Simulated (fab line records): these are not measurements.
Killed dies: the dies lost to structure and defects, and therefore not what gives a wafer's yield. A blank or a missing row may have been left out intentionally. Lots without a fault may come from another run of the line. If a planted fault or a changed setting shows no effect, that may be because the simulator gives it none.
Tool commonality check :: flow sky130 :: Lots sampled 12, wafers sampled 36

WHAT PROMPTED THE OPENING
2 of 12 lots carry a flag on the reading LDD_LDN_TW at SKY_LDD_LDN_TW_MEAS_13. Wafers without a fault read 1473, standard deviation 12.
Rule: flag the lot when none of its wafers has a number, or when each of its wafers that has one lies beyond 4 standard deviations from that mean. As for the other lots, they are considered sound.

lot: L949
measured: day 23 15:51
on: film_metro-02
LDD_LDN_TW, wafer by wafer: 1462 1466 1474
flag: 

lot: L950
measured: day 23 16:04
on: film_metro-01
LDD_LDN_TW, wafer by wafer: 1487 1485 1482
flag: 

lot: L951
measured: day 24 04:02
on: film_metro-02
LDD_LDN_TW, wafer by wafer: 1462 1462 1461
flag: 

lot: L953
measured: day 25 10:00
on: film_metro-02
LDD_LDN_TW, wafer by wafer: 1472 1459 1468
flag: 

lot: L955
measured: day 25 18:01
on: film_metro-02
LDD_LDN_TW, wafer by wafer: 1472 1469 1468
flag: 

lot: L957
measured: day 26 00:32
on: film_metro-01
LDD_LDN_TW, wafer by wafer: 1372 1374 1370
flag: FLAGGED

lot: L962
measured: day 27 09:53
on: film_metro-03
LDD_LDN_TW, wafer by wafer: 1356 1353 1351
flag: FLAGGED

lot: L965
measured: day 28 11:55
on: film_metro-03
LDD_LDN_TW, wafer by wafer: 1448 1442 1444
flag: 

lot: L967
measured: day 29 02:25
on: film_metro-01
LDD_LDN_TW, wafer by wafer: 1486 1485 1485
flag: 

lot: L968
measured: day 29 07:06
on: film_metro-03
LDD_LDN_TW, wafer by wafer: 1464 1465 1464
flag: 

lot: L970
measured: day 30 04:13
on: film_metro-01
LDD_LDN_TW, wafer by wafer: 1482 1476 1482
flag: 

lot: L972
measured: day 30 14:21
on: film_metro-03
LDD_LDN_TW, wafer by wafer: 1458 1459 1457
flag: 
The mean of the flagged lots' numbers is 1363, -110 from the usual (-9 standard deviations).

TOOL THAT RAN EACH LOT
2 process steps preceding the reading are held in the record, out of 708 steps in the route. Each cell gives the tool, then ch followed by the chambers the sampled wafers passed through, then the start.
lot: L949
flag: 
SKY_LDD_HVP_STRIP_09: plasma_asher-01 ch 0,1, day 22 08:57
SKY_LDD_LDN_IMPLANT_08: implanter-01 ch 0, day 23 15:09

lot: L950
flag: 
SKY_LDD_HVP_STRIP_09: plasma_asher-03 ch 0,1, day 22 09:15
SKY_LDD_LDN_IMPLANT_08: implanter-04 ch 0, day 23 15:23

lot: L951
flag: 
SKY_LDD_HVP_STRIP_09: plasma_asher-01 ch 0,1, day 22 21:19
SKY_LDD_LDN_IMPLANT_08: implanter-04 ch 0, day 24 03:22

lot: L953
flag: 
SKY_LDD_HVP_STRIP_09: plasma_asher-04 ch 0,1, day 24 03:33
SKY_LDD_LDN_IMPLANT_08: implanter-01 ch 0, day 25 09:18

lot: L955
flag: 
SKY_LDD_HVP_STRIP_09: plasma_asher-04 ch 0,1, day 24 11:15
SKY_LDD_LDN_IMPLANT_08: implanter-04 ch 0, day 25 17:20

lot: L957
flag: FLAGGED
SKY_LDD_HVP_STRIP_09: plasma_asher-01 ch 0,1, day 24 18:07
SKY_LDD_LDN_IMPLANT_08: implanter-04 ch 0, day 25 23:50

lot: L962
flag: FLAGGED
SKY_LDD_HVP_STRIP_09: plasma_asher-01 ch 0,1, day 26 03:27
SKY_LDD_LDN_IMPLANT_08: implanter-04 ch 0, day 27 09:11

lot: L965
flag: 
SKY_LDD_HVP_STRIP_09: plasma_asher-04 ch 0, day 27 05:34
SKY_LDD_LDN_IMPLANT_08: implanter-03 ch 0, day 28 11:13

lot: L967
flag: 
SKY_LDD_HVP_STRIP_09: plasma_asher-03 ch 0,1, day 27 20:58
SKY_LDD_LDN_IMPLANT_08: implanter-01 ch 0, day 29 01:43

lot: L968
flag: 
SKY_LDD_HVP_STRIP_09: plasma_asher-01 ch 1, day 28 02:51
SKY_LDD_LDN_IMPLANT_08: implanter-01 ch 0, day 29 06:24

lot: L970
flag: 
SKY_LDD_HVP_STRIP_09: plasma_asher-04 ch 0,1, day 29 00:09
SKY_LDD_LDN_IMPLANT_08: implanter-04 ch 0, day 30 03:31

lot: L972
flag: 
SKY_LDD_HVP_STRIP_09: plasma_asher-01 ch 0,1, day 29 09:46
SKY_LDD_LDN_IMPLANT_08: implanter-04 ch 0, day 30 13:39
What these steps do:
- SKY_LDD_HVP_STRIP_09: strips in O2/N2.
- SKY_LDD_LDN_IMPLANT_08
- SKY_LDD_LDN_TW_MEAS_13

FLAGGED OVER TOTAL, TOOL BY TOOL (the gauges that took the reading come last)
step: SKY_LDD_HVP_STRIP_09
tool: plasma_asher-01
lots run: 6
flagged: 2
share of the flagged lots: all
sound lots run after its first flagged lot: 2 (L968,L972)

step: SKY_LDD_HVP_STRIP_09
tool: plasma_asher-03
lots run: 2
flagged: 0
share of the flagged lots: none
sound lots run after its first flagged lot: -

step: SKY_LDD_HVP_STRIP_09
tool: plasma_asher-04
lots run: 4
flagged: 0
share of the flagged lots: none
sound lots run after its first flagged lot: -

step: SKY_LDD_LDN_IMPLANT_08
tool: implanter-01
lots run: 4
flagged: 0
share of the flagged lots: none
sound lots run after its first flagged lot: -

step: SKY_LDD_LDN_IMPLANT_08
tool: implanter-03
lots run: 1
flagged: 0
share of the flagged lots: none
sound lots run after its first flagged lot: -

step: SKY_LDD_LDN_IMPLANT_08
tool: implanter-04
lots run: 7
flagged: 2
share of the flagged lots: all
sound lots run after its first flagged lot: 2 (L970,L972)

step: SKY_LDD_LDN_TW_MEAS_13
tool: film_metro-01
lots run: 4
flagged: 1
share of the flagged lots: some
sound lots run after its first flagged lot: 2 (L967,L970)

step: SKY_LDD_LDN_TW_MEAS_13
tool: film_metro-02
lots run: 4
flagged: 0
share of the flagged lots: none
sound lots run after its first flagged lot: -

step: SKY_LDD_LDN_TW_MEAS_13
tool: film_metro-03
lots run: 4
flagged: 1
share of the flagged lots: some
sound lots run after its first flagged lot: 3 (L965,L968,L972)

WHAT THE TABLE PERMITS
Table rows that saw every flagged lot: 2, namely plasma_asher-01 at SKY_LDD_HVP_STRIP_09 and implanter-04 at SKY_LDD_LDN_IMPLANT_08.
- plasma_asher-01 at SKY_LDD_HVP_STRIP_09: 2 of its 6 lots flagged. Sound lots ran on it after the first flagged one (L968, L972), which a lasting fault on the whole tool wouldn't allow.
- implanter-04 at SKY_LDD_LDN_IMPLANT_08: 2 of its 7 lots flagged. Sound lots ran on it after the first flagged one (L970, L972), which a lasting fault on the whole tool wouldn't allow. Its own readings lie more than 4 standard deviations out on every wafer of the flagged lots: dose_ions_cm2, faraday_current_uA.
There is no row in the table that ran each flagged lot and no sound lot after the first.

WHAT WAS PUT IN BY THE SIMULATOR
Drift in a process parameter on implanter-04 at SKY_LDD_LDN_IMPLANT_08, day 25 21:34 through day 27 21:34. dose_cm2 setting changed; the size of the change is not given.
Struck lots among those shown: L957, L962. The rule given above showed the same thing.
